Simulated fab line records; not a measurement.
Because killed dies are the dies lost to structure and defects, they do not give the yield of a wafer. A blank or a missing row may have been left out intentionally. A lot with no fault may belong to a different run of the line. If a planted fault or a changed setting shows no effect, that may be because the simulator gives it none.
Problem report, 8D (eight disciplines) form, completed by code + flow sky130 + the parts of the form that need people (team, actions taken, sign-off) are left out

== 1. THE ISSUE ==
At SKY_LOCAL_INTERCONNECT_ETCH_13, oes_product_au averages 0.953 a.u. over 4 wafers from 3 lots, while fault-free wafers read 0.855 a.u., standard deviation 0.0047. Measured from the usual mean, that is +21 standard deviations.
The step: etches BARC in N2/H2, stops on SiO2, time 45.9 s, target depth 60 nm.
Earliest sighting: wafer L723.2 on rie_metal-01 at day 36 16:44. The record has a number at this step for 42 wafers belonging to 15 lots. Rule for "out" (also "out of limits"): further than 4 standard deviations from the usual mean. All remaining wafers that have a number are taken as sound.

== 2. WHAT IT IS; WHAT IT IS NOT ==
| question                    | is                             | is not                                                                                |
|-----------------------------|--------------------------------|---------------------------------------------------------------------------------------|
| which readings at this step | oes_product_au                 | drypump_motor_current_A, n2_flow_sccm, throttle_valve_pct                             |
| which lots                  | L723, L724, L727               | L707, L708, L709, L711, L712, L713, L716, L717, L719, L720, L728, L730                |
| which wafers of those lots  | L723.2, L723.6, L724.6, L727.2 | L724.5, L727.4                                                                        |
| read on which tools         | rie_metal-01, rie_metal-03     | rie_metal-02                                                                          |
| when                        | from day 36 16:44              | up to then (30 sound wafers); but 8 sound wafers of L724, L727, L728, L730 came after |

== 3. WHAT RULES OUT EACH SUSPECT ==
Counting: a tool at a process step up to the reading stays a suspect if it ran every lot that is out. Sound lots after the first of them don't rule it out here, since some wafers of a struck lot are sound.
- litho_track-03 at SKY_LOCAL_INTERCONNECT_COAT_05 (resist thk 60 nm): kept. Ran every lot that is out, first one L723 (day 36 04:10); last sound lot up to then L720 (day 34 10:59).
Remaining after the count: litho_track-03 at SKY_LOCAL_INTERCONNECT_COAT_05.

== 4. THE CAUSE (what the simulator had put in) ==
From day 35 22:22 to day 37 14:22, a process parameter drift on litho_track-03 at SKY_LOCAL_INTERCONNECT_COAT_05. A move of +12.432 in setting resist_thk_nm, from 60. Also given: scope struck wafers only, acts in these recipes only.
Counting left only this tool.

== 5. SEQUENCE OF EFFECTS, ordered by route ==
Each row: a reading where the mean over the struck wafers with a number is more than 3 standard deviations away from the usual. Scope: only readings with a usual standard deviation given in the record; hours: median across lots of the time from each lot's start at the first step in this table that gives one to its start at this step; sigmas: change in usual standard deviations.
| hours | step                            | reading                  | usual      | on struck wafers | change | sigmas |
|-------|---------------------------------|--------------------------|------------|------------------|--------|--------|
| 0     | SKY_LOCAL_INTERCONNECT_ETCH_13  | oes_product_au           | 0.855 a.u. | 0.953            | +0.098 | +21    |
| 0     | SKY_LOCAL_INTERCONNECT_STRIP_15 | strip_time_to_endpoint_s | 4.730 s    | 4.897            | +0.167 | +8.8   |
Process steps it contains:
- SKY_LOCAL_INTERCONNECT_ETCH_13: etches BARC in N2/H2, stops on SiO2, time 45.9 s, target depth 60 nm.
- SKY_LOCAL_INTERCONNECT_STRIP_15: strips in O2/N2.
Later steps that measure or inspect, where all struck wafers having a row at the step show a number for every such reading and not one has moved that far: SKY_CONTACT_THK_MEAS_01, SKY_CONTACT_THK_MEAS_03.

== 6. HOW IT WOULD HAVE BEEN CAUGHT EARLIER ==
In this record no reading fell out of limits until day 36 16:44, 18 hours after the fault had begun at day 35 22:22.
Tool readings at SKY_LOCAL_INTERCONNECT_COAT_05 with a usual standard deviation given in the record: none out on any struck wafer, hence no alarm at a limit of 4 standard deviations on them.
L727, from the lots that are out (3), started SKY_LOCAL_INTERCONNECT_COAT_05 on litho_track-03 later than day 36 16:44. A hold on the tool at that time would have spared it.
